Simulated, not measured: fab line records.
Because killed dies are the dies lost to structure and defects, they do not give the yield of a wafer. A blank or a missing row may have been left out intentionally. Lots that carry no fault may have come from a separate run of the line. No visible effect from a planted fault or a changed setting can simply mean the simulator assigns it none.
Matching of chambers :: flow gf180mcu :: rie-diel-04 running GF_HV_LDD_ETCHBACK_58: 4 sister chambers
The step etches Si3N4 in CH3F/O2, stops on SiO2, time 100 s, target depth 90 nm. 14 wafers are shown with their chamber, then 7 later ones without.

== WAFERS PAIRED WITH THEIR CHAMBERS ==
wafer: L171.2
chamber: 2
drypump-motor-current-A (A): 5.5
throttle-valve-pct (%): 10.559
oes-product-au (a.u.): 0.848

wafer: L171.4
chamber: 0
drypump-motor-current-A (A): 6.0
throttle-valve-pct (%): 10.566
oes-product-au (a.u.): 0.843

wafer: L171.6
chamber: 0
drypump-motor-current-A (A): 6.1
throttle-valve-pct (%): 10.563
oes-product-au (a.u.): 0.844

wafer: L174.2
chamber: 1
drypump-motor-current-A (A): 5.5
throttle-valve-pct (%): 10.550
oes-product-au (a.u.): 0.840

wafer: L174.3
chamber: 0
drypump-motor-current-A (A): 6.1
throttle-valve-pct (%): 10.556
oes-product-au (a.u.): 0.843

wafer: L174.5
chamber: 0
drypump-motor-current-A (A): 6.1
throttle-valve-pct (%): 10.563
oes-product-au (a.u.): 0.828

wafer: L185.3
chamber: 3
drypump-motor-current-A (A): 5.8
throttle-valve-pct (%): 10.569
oes-product-au (a.u.): 0.849

wafer: L185.4
chamber: 1
drypump-motor-current-A (A): 5.5
throttle-valve-pct (%): 10.573
oes-product-au (a.u.): 0.846

wafer: L185.6
chamber: 1
drypump-motor-current-A (A): 5.6
throttle-valve-pct (%): 10.572
oes-product-au (a.u.): 0.848

wafer: L187.2
chamber: 2
drypump-motor-current-A (A): 5.4
throttle-valve-pct (%): 10.566
oes-product-au (a.u.): 0.840

wafer: L187.4
chamber: 0
drypump-motor-current-A (A): 6.1
throttle-valve-pct (%): 10.549
oes-product-au (a.u.): 0.842

wafer: L187.5
chamber: 3
drypump-motor-current-A (A): 5.8
throttle-valve-pct (%): 10.558
oes-product-au (a.u.): 0.846

wafer: L191.1
chamber: 0
drypump-motor-current-A (A): 6.0
throttle-valve-pct (%): 10.559
oes-product-au (a.u.): 0.855

wafer: L191.2
chamber: 1
drypump-motor-current-A (A): 5.5
throttle-valve-pct (%): 10.589
oes-product-au (a.u.): 0.857

SIGNATURES (averages over the wafers above)
reading: drypump-motor-current-A
chamber 0: 6.067
chamber 1: 5.525
chamber 2: 5.450
chamber 3: 5.800
scatter within a chamber: 0.0508

reading: throttle-valve-pct
chamber 0: 10.55933
chamber 1: 10.57100
chamber 2: 10.56250
chamber 3: 10.56350
scatter within a chamber: 0.0102

reading: oes-product-au
chamber 0: 0.84250
chamber 1: 0.84775
chamber 2: 0.84400
chamber 3: 0.84750
scatter within a chamber: 0.00745
Rule: for a wafer and a chamber, the distance is found by dividing, reading by reading, the gap between the wafer's reading and the chamber's mean by the reading's scatter, squaring, summing and taking the root. If the next closest chamber is less than 2 further off than the closest, the wafer can't be placed; otherwise it belongs to the closest. The scatter is the square root of a quotient: the sum, over the shown wafers, of each reading's squared deviation from its chamber's mean, divided by wafers minus chambers.

== WAFERS WHOSE CHAMBER IS MISSING ==
wafer: L191.3
drypump-motor-current-A (A): 5.8
throttle-valve-pct (%): 10.540
oes-product-au (a.u.): 0.841

wafer: L192.2
drypump-motor-current-A (A): 5.5
throttle-valve-pct (%): 10.560
oes-product-au (a.u.): 0.845

wafer: L192.5
drypump-motor-current-A (A): 6.1
throttle-valve-pct (%): 10.579
oes-product-au (a.u.): 0.834

wafer: L192.6
drypump-motor-current-A (A): 5.5
throttle-valve-pct (%): 10.557
oes-product-au (a.u.): 0.827

wafer: L193.2
drypump-motor-current-A (A): 5.4
throttle-valve-pct (%): 10.575
oes-product-au (a.u.): 0.840

wafer: L193.4
drypump-motor-current-A (A): 5.8
throttle-valve-pct (%): 10.570
oes-product-au (a.u.): 0.839

wafer: L193.6
drypump-motor-current-A (A): 5.4
throttle-valve-pct (%): 10.549
oes-product-au (a.u.): 0.846

== CHAMBER TAKEN BY EACH ==
wafer: L191.3
from the rows above: 3
in truth: 3

wafer: L192.2
from the rows above: can't be placed: 2 or 1
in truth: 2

wafer: L192.5
from the rows above: 0
in truth: 0

wafer: L192.6
from the rows above: can't be placed: 2 or 1
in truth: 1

wafer: L193.2
from the rows above: can't be placed: 2 or 1
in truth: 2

wafer: L193.4
from the rows above: 3
in truth: 3

wafer: L193.6
from the rows above: can't be placed: 2 or 1
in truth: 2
Placed correctly: 3 of 7. Cannot be placed on the basis of these rows: 4; the candidates contain the true chamber in 4. Number placed wrongly: 0.
